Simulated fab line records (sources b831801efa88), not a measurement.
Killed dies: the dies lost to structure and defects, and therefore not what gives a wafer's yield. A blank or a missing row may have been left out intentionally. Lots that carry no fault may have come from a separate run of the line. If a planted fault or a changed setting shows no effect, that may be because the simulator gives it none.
A lot that was struck, set against a sound lot || flow sky130 || 17 out of 708 route steps
Sound: wafers L332.1, L332.3, L332.4. Struck: wafer L345.5. (L345.3 of the same lot was not struck and is left out.) The cause comes at the end.
Order at every step that has rows: each side's tool, ch and its chambers, its first start. Under that, the readings that differ: sound wafers || struck wafers || difference of the means || sigmas: that difference in standard deviations of wafers without a fault.
alike: a reading whose means differ by less than 2 such deviations, as well as words and numbers matching on both sides. not compared: withheld readings; readings where some wafer has no value; bounds like >300 that might hide an equal value; numbers whose values overlap and for which the record gives no deviation.
Wherever a step has rows on one side only, a row that says differs or no value, or a row with sigmas, the two part there. Numbers that have no deviation but don't overlap get no sigmas and don't part them. A reading missing from all wafers of one side parts the sides only when that side holds two or more wafers.

first, 2 steps without rows for these wafers: SKY_CONTACT_PEB_12; SKY_CONTACT_DEVELOP_13 (develop time 60 s).
SKY_CONTACT_CD_MEAS_14: target cd 170 nm.
  struck on cdSem-01, day 36 04:39; sound on cdSem-02, day 31 13:02
  alike: cdNm
SKY_CONTACT_OVL_MEAS_15:
  struck on overlay-01, day 36 04:44; sound on overlay-01, day 31 13:09
  alike: CONTACT_OVL
then, 1 step without rows for these wafers: SKY_CONTACT_ETCH_16 (etches BARC in N2/H2, stops on SiO2, time 45.9 s, target depth 60 nm).
SKY_CONTACT_ETCH_17: etches SiO2 in C4F8/O2/Ar, stops on Si3N4, target depth 340 nm.
  sound on rieDiel-03 ch 0,2,3, day 31 13:14; struck on rieDiel-03 ch 0, day 36 04:48
{"reading": "chamberPressureMTorr (mTorr)", "sound": "39.94 39.95 40.01", "struck": 40.06, "difference": "+0.09", "sigmas": "+2"}
  alike: biasW, oesProductAu
SKY_CONTACT_ETCH_18: etches Si3N4 in CHF3/O2, stops on TiN, time 39 s, target depth 75 nm.
  sound: rieDiel-03 ch 0,2,3; struck: rieDiel-03 ch 0
  alike: biasW, chamberPressureMTorr, drypumpMotorCurrentA, oesProductAu, throttleValvePct
  not compared: rfHoursCounterH
SKY_CONTACT_STRIP_19: strips in O2/N2.
  sound on plasmaAsher-02 ch 0,1, day 31 13:19; struck on plasmaAsher-03 ch 1, day 36 04:56
  alike: chamberPressureMTorr, drypumpMotorCurrentA, oesProductAu, stripTimeToEndpointS
  not compared: rfHoursCounterH
then, 3 steps without rows for these wafers: SKY_CONTACT_STRIP_20 (strips in post etch residue remover, time 1200 s); SKY_CONTACT_CLEAN_21 (cleans in IPA, time 180 s); SKY_CONTACT_CLEAN_22 (cleans in O3/DIW).
SKY_CONTACT_SPUTTER_23: material TiN, target thk 20 nm, time 80 s.
  struck on pvdSputter-01, day 36 05:29; sound on pvdSputter-02, day 31 13:55
  alike: throttleValvePct
SKY_CONTACT_CVD_24: deposits W, target thk 340 nm, time 102.12 s.
  sound on cvdW-01 ch 0,1, day 31 13:58; struck on cvdW-01 ch 1, day 36 05:35
{"reading": "model.W_of_CONTACT_CVD_24.thkNm (nm)", "sound": "340.4 344.1 339.7", "struck": 313.3, "difference": -28.1, "sigmas": ""}
  alike: heaterPowerW
SKY_CONTACT_RS_MEAS_25: measures by four-point-probe.
  struck on filmMetro-04, day 36 05:43; sound on filmMetro-02, day 31 14:05
{"reading": "CONTACT_W_RS (ohm/sq)", "sound": "0.338 0.333 0.339", "struck": 0.367, "difference": "+0.030", "sigmas": "+9"}
SKY_CONTACT_THK_MEAS_26: measures by xrf.
  struck on filmMetro-04, day 36 05:49; sound on filmMetro-02, day 31 14:12
{"reading": "CONTACT_W_THK (nm)", "sound": "344 350 342", "struck": 312, "difference": -33, "sigmas": -9}
SKY_CONTACT_CMP_27: polishes, stops on SiO2, t overpolish 15 s, target thk 0 nm.
  sound on cmp-02 ch 1,2,3, day 31 14:19; struck on cmp-01 ch 1, day 36 05:54
{"reading": "timeToEndpointS (s)", "sound": "80 84 82", "struck": 75, "difference": -7, "sigmas": -2}
  alike: motorCurrentA, slurryFilterDpKPa
-- the record jumps here: 13 days lie between the struck wafers' starts before and after (it left off in module CONTACT and takes up again in module PAD_OPEN, whose first step shown is number 708 of the route) --
SKY_PAD_OPEN_PROBE_99:
  only the struck wafers here have rows in the record (prober-01, day 49 05:15); the sound ones have none

## WHERE THEY PART
First at SKY_CONTACT_ETCH_17; last, within this record, at SKY_PAD_OPEN_PROBE_99.

WHY: the cause the simulator had injected
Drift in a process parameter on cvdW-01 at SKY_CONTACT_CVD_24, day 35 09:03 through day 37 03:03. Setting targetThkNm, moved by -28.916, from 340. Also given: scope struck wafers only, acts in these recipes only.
